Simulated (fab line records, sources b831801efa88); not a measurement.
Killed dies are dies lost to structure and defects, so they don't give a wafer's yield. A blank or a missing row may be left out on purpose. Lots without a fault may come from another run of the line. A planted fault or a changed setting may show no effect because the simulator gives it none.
fab line records | flow sfq_line
record lots=5 wafers=15 last_day=82
route steps=325 shown M5@205 A5B@209
lots that met no fault: from a run of the same line without faults
start_h: hours from the record's first day to the start of the lot's first wafer shown | wait_h: hours since the lot's step before | " the same as in the row above | L1.1+2: a row that stands for several wafers | - no value, or no start given | * or withheld: withheld | < > ~ a bound
route shown NAME@n: a module of which the file shows steps, and the number in the route of the first | usual: mean/standard deviation of fault-free wafers | same: alike in all rows | chamber/n: place in a boat | sites: the reading at each site | _std_site: their standard deviation | _edge_site: outer sites' mean less inner sites' | radius_mm: how far each site lies from the wafer's centre | mask NAME#n: copy n | behind: the tool/chamber that last shaped the wafer | hold: why the lot was held/for how many hours/how that ended | device: the transistor (n, p or np) that didn't switch | end of line: the same wafers' tests at the end of the route | a step without rows: its recipe alone | killed: dies lost to structure and defects at the first sort, not the wafer's yield | map: a wafer's dies, x killed, . not, _ none there
set.NAME: the setting as run; set.NAME@STEP: as run at that earlier step | model.NAME: the simulator's own value behind a step, which no gauge read
lots at some steps of the route; a table a step, a row a wafer
services: from which hour (start_h, from the record's first day; less than 0 if before it) a tool's chamber was out of use, for how many hours, and why
## steps
# step SFQ_TRILAYER_M5_BARC_OPEN_METAL_ETCH_161
# recipe mask_material=PR chemistry=O2 target_depth_nm=125 target=BARC icp_w=600 bias_w=80 pressure_mtorr=10 time_s=41.7
# usual drypump_motor_current_A=5.5/0.48 he_backside_leak_sccm=3.5/0.34 oes_product_au=0.685/0.0045
# columns lot.wafer tool chamber start_h wait_h drypump_motor_current_A he_backside_leak_sccm oes_product_au rf_hours_counter_h
L083.1 rie_metal-03 1 1409.40 0.0 4.9 3.2 0.685 38
L083.2 " 0 " " 6.1 3.2 0.698 14
L083.3 " 0 " " 6.0 3.4 0.683 -
L086.2 rie_metal-04 0 1456.20 0.0 5.3 3.8 0.683 73
L086.5 " 0 " " 5.3 3.9 0.688 -
L086.6 " 1 " " 5.0 3.4 0.687 -
L087.1 rie_metal-03 0 1464.60 0.0 6.1 3.4 0.685 24
L087.2 " 1 " " 5.0 2.9 0.697 48
L087.6 " 1 " " 5.0 3.1 0.683 -
L092.4 rie_metal-03 1 1523.42 0.0 5.0 3.3 0.689 -
L092.5 " 1 " " 4.9 3.3 0.678 -
L092.6 " 0 " " 6.1 3.3 0.685 -
L096.1 rie_metal-03 0 1639.20 0.0 6.0 3.4 0.686 45
L096.3 " 0 " " 6.1 3.4 0.684 -
L096.5 " 0 " " 6.0 3.5 0.679 -
# step SFQ_TRILAYER_M5_ETCH_METAL_ETCH_126
# recipe target=Nb stop_on=SiO2 mask_material=PR over_etch_frac=0.15 time_s=203.2 chemistry=Cl2/BCl3 target_depth_nm=265 icp_w=600 bias_w=80 pressure_mtorr=10
# usual drypump_motor_current_A=5.5/0.47 he_backside_leak_sccm=3.46/0.25 oes_product_au=0.729/0.006
# columns lot.wafer tool chamber start_h wait_h drypump_motor_current_A he_backside_leak_sccm oes_product_au rf_hours_counter_h
L083.1 rie_metal-03 1 1409.46 0.0 5.0 3.06 0.725 38
L083.2 " 0 " " 6.0 3.21 0.723 14
L083.3 " 0 " " 6.0 3.27 0.729 -
L086.2 rie_metal-04 0 1456.26 0.0 5.3 4.01 0.733 73
L086.5 " 0 " " 5.3 3.61 0.737 -
L086.6 " 1 " " 5.0 3.48 0.735 -
L087.1 rie_metal-03 0 1464.68 0.1 6.0 3.24 0.723 24
L087.2 " 1 " " 5.0 3.28 0.732 48
L087.6 " 1 " " 4.9 3.34 0.725 -
L092.4 rie_metal-03 1 1523.53 0.1 5.0 3.75 0.723 -
L092.5 " 1 " " 5.0 3.63 0.732 -
L092.6 " 0 " " 6.0 3.24 0.723 -
L096.1 rie_metal-03 0 1639.26 0.0 6.0 3.29 0.730 45
L096.3 " 0 " " 6.0 3.42 0.742 -
L096.5 " 0 " " 6.0 3.39 0.725 -
# step SFQ_TRILAYER_M5_STRIP_STRIP_127
# recipe gas=O2 power_w=200 platen_temp_c=40 overash_fraction=0.65 chemistry=O2 pressure_mtorr=50
# usual drypump_motor_current_A=5.5/0.48 he_backside_leak_sccm=3.44/0.24 oes_product_au=0.999/0.0085
# columns lot.wafer tool chamber start_h wait_h drypump_motor_current_A he_backside_leak_sccm oes_product_au rf_hours_counter_h
L083.1 rie_metal-03 1 1409.66 0.1 5.0 3.52 1.000 38
L083.2 " 0 " " 6.1 3.28 1.001 14
L083.3 " 0 " " 6.1 3.31 0.994 -
L086.2 rie_metal-04 0 1456.46 0.1 5.3 3.74 1.009 73
L086.5 " 0 " " 5.3 3.79 1.008 -
L086.6 " 1 " " 5.0 3.45 1.003 -
L087.1 rie_metal-03 0 1464.94 0.2 6.1 3.26 1.017 24
L087.2 " 1 " " 4.9 3.16 1.002 48
L087.6 " 1 " " 5.0 3.10 1.007 -
L092.4 rie_metal-03 1 1523.86 0.3 5.0 3.19 1.010 -
L092.5 " 1 " " 5.0 3.28 1.008 -
L092.6 " 0 " " 6.1 3.32 1.006 -
L096.1 rie_metal-03 0 1639.46 0.1 6.1 3.25 0.994 45
L096.3 " 0 " " 6.1 3.27 1.002 -
L096.5 " 0 " " 6.1 3.34 1.004 -
# step SFQ_TRILAYER_M5_STRIP_SOLV_CLEAN_128
# recipe chemistry=NMP temp_c=70 time_s=600
# columns lot.wafer tool chamber start_h wait_h
L083.1+2+3 wet_bench-04 2,7,5 1410.26 0.4
L086.2+5+6 wet_bench-02 5,0,3 1457.06 0.4
L087.1+2+6 wet_bench-04 7,3,1 1465.74 0.5
L092.4+5+6 wet_bench-04 5,2,4 1524.26 0.2
L096.1+3+5 wet_bench-02 6,0,5 1640.06 0.4
# step SFQ_TRILAYER_A5B_DEP_PECVD_129
# recipe material=SiO2 temp_c=150 time_s=133.33 pressure_torr=2.4 rf_w=183.3 precursor=SiH4/N2O target_thk_nm=600
# usual heater_power_w=81/21 throttle_valve_pct=25.2/1.5
# columns lot.wafer tool chamber start_h wait_h heater_power_w throttle_valve_pct
L083.1 pecvd-03 2 1410.46 0.0 49 27.1
L083.2 " 0 " " 100 25.0
L083.3 " 1 " " 75 26.6
L086.2 pecvd-04 2 1457.23 0.0 107 23.6
L086.5 " 2 " " 110 23.7
L086.6 " 0 " " 99 25.1
L087.1 pecvd-03 0 1465.93 0.0 96 25.1
L087.2 " 2 " " 56 27.0
L087.6 " 2 " " 57 27.3
L092.4 pecvd-03 1 1524.49 0.0 67 26.7
L092.5 " 0 " " 96 25.2
L092.6 " 2 " " 52 27.0
L096.1 pecvd-03 2 1640.23 0.0 52 27.0
L096.3 " 0 " " 91 25.1
L096.5 " 2 " " 53 27.0
# step SFQ_TRILAYER_A5B_CMP_CMP_130
# recipe stop_on=Nb down_force_psi=3 platen_rpm=60 target_thk_nm=340.7
# usual motor_current_A=10.9/0.98
# columns lot.wafer tool chamber start_h wait_h motor_current_A
L083.1 cmp-01 3 1417.15 6.6 11.6
L083.2 " 1 1418.15 7.6 12.5
L083.3 " 2 " " 9.6
L086.2 cmp-02 2 1457.82 0.5 9.4
L086.6 " 1 1459.32 2.0 11.3
L086.5 " 2 " " 9.3
L087.1 cmp-01 2 1467.00 1.0 9.6
L087.2 " 0 1468.00 2.0 11.5
L087.6 " 2 1469.00 3.0 10.0
L092.4 cmp-01 3 1524.70 0.2 11.8
L092.6 " 3 1526.70 2.2 11.7
L092.5 " 0 " " 11.1
L096.3 cmp-02 0 1642.63 2.3 9.6
L096.1 " 1 " " 11.0
L096.5 " 3 1644.13 3.8 9.5
# step SFQ_TRILAYER_A5B_METRO_MEASURE_131
# usual thk_nm=340/4.4
# columns lot.wafer tool chamber start_h wait_h thk_nm
L083.1 film_metro-01 - 1420.15 2.5 344
L083.2 " - " " 338
L083.3 " - " " 334
L086.2 film_metro-03 - 1460.52 2.2 338
L086.5 " - " " 338
L086.6 " - " " 337
L087.1 film_metro-03 - 1469.50 2.0 333
L087.2 " - " " 334
L087.6 " - " " 339
L092.4 film_metro-01 - 1528.30 3.1 352
L092.5 " - " " 355
L092.6 " - " " 350
L096.1 film_metro-04 - 1644.63 1.0 340
L096.3 " - " " 344
L096.5 " - " " 338
## services
# columns tool chamber start_h hours kind
film_metro-01 - 1387.88 2.8 pm
film_metro-01 - 1392.89 0.7 pm
cmp-02 - 1399.42 0.6 repair
cmp-02 - 1409.73 4.9 repair
cmp-02 - 1427.65 26.4 repair
cmp-02 - 1432.48 1.0 repair
cmp-01 - 1438.84 4.0 pm
cmp-02 - 1439.32 4.4 repair
cmp-01 - 1460.23 1.7 repair
rie_metal-04 0 1467.35 1.2 repair
cmp-02 - 1474.99 4.2 pm
rie_metal-04 1 1516.00 26.5 repair
cmp-02 - 1526.42 1.0 repair
cmp-02 - 1537.89 11.4 repair
film_metro-03 - 1539.96 0.5 pm
film_metro-01 - 1551.61 1.4 pm
cmp-02 - 1570.94 1.0 repair
cmp-02 - 1572.26 5.9 pm
film_metro-03 - 1580.50 0.5 pm
wet_bench-04 - 1593.81 1.3 repair
cmp-02 - 1598.61 4.0 pm
film_metro-03 - 1605.34 0.9 pm
film_metro-01 - 1606.93 1.7 pm
film_metro-01 - 1632.88 0.6 pm
## key
fault none
